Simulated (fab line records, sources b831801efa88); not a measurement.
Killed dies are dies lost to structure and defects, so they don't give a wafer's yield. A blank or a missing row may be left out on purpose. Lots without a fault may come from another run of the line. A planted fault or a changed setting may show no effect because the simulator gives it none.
One fault seen from 2 desks | flow sfq_line | each desk has only its own numbers; what lay behind them comes last

THE METROLOGY DESK
What the gauges read, lot by lot, whatever tool the lot ran on: means of the sampled wafers that have a number. A lot is out of limits, marked OUT, if its mean lies more than 4 standard deviations from the usual mean; the brackets give that distance.
Columns: A = M2_NB_RS at SFQ_M2_RS_MEAS_914, usual 0.885 ohm/sq; B = M2_OVL at SFQ_M2_OVL_MEAS_916, usual 4 nm
lot  | first seen here | A     | B
L547 | day 25 05:17    | 0.893 | 1
L554 | day 28 06:26    | 0.893 | 11
L559 | day 30 02:07    | 0.891 | -1
L563 | day 31 09:05    | 0.877 | 3
L565 | day 33 02:30    | 0.896 | -5
L568 | day 33 19:38    | 0.873 | 0
This desk's finding: nothing out of limits on any of the 6 lots.

THE TOOL OWNER'S DESK: rie_metal-01
The tool's own readings at SFQ_TRILAYER_M2_BARC_OPEN_METAL_ETCH_077 (etches BARC in O2, target depth 125 nm, time 41.7 s): means of the sampled wafers that have a number, for each lot that ran on this tool. A lot is out of limits, marked OUT, if its mean lies more than 4 standard deviations from the usual mean; the brackets give that distance.
Columns: A = bias_w at SFQ_TRILAYER_M2_BARC_OPEN_METAL_ETCH_077, usual 80.01 W; B = drypump_motor_current_A at SFQ_TRILAYER_M2_BARC_OPEN_METAL_ETCH_077, usual 6.01 A; C = oes_product_au at SFQ_TRILAYER_M2_BARC_OPEN_METAL_ETCH_077, usual 0.685 a.u.; D = run_length_s at SFQ_TRILAYER_M2_BARC_OPEN_METAL_ETCH_077, usual 70.20 s
lot  | first seen here | A     | B    | C                | D
L547 | day 31 15:34    | 79.90 | 6.15 | 0.686            | 70.33
L559 | day 36 03:02    | 79.81 | 6.17 | 0.729 (+9.9) OUT | 67.96 (-9.0) OUT
L563 | day 37 09:59    | 80.11 | 6.20 | 0.756 (+16) OUT  | 65.35 (-19) OUT
This desk's finding: out of limits on L559, L563; first on L559, day 36 03:02 (oes_product_au at SFQ_TRILAYER_M2_BARC_OPEN_METAL_ETCH_077). In limits: L547.

PUT TOGETHER
The tool owner's desk could have raised an alarm at day 36 03:02, on L559, L563.
The metrology desk saw nothing out of limits.
The metrology desk has L559, L563 on record, within its limits.
Of the lots named, all ran SFQ_TRILAYER_M2_BARC_OPEN_METAL_ETCH_077 on rie_metal-01.

WHAT THE SIMULATOR HAD PUT IN
Process parameter drift: rie_metal-01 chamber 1, from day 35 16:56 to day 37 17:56, at SFQ_TRILAYER_M2_BARC_OPEN_METAL_ETCH_077. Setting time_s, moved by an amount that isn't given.
Lots struck among those shown: L559, L563.
Hours from the fault's start to each desk's first reading out of limits: the tool owner's desk, 10.
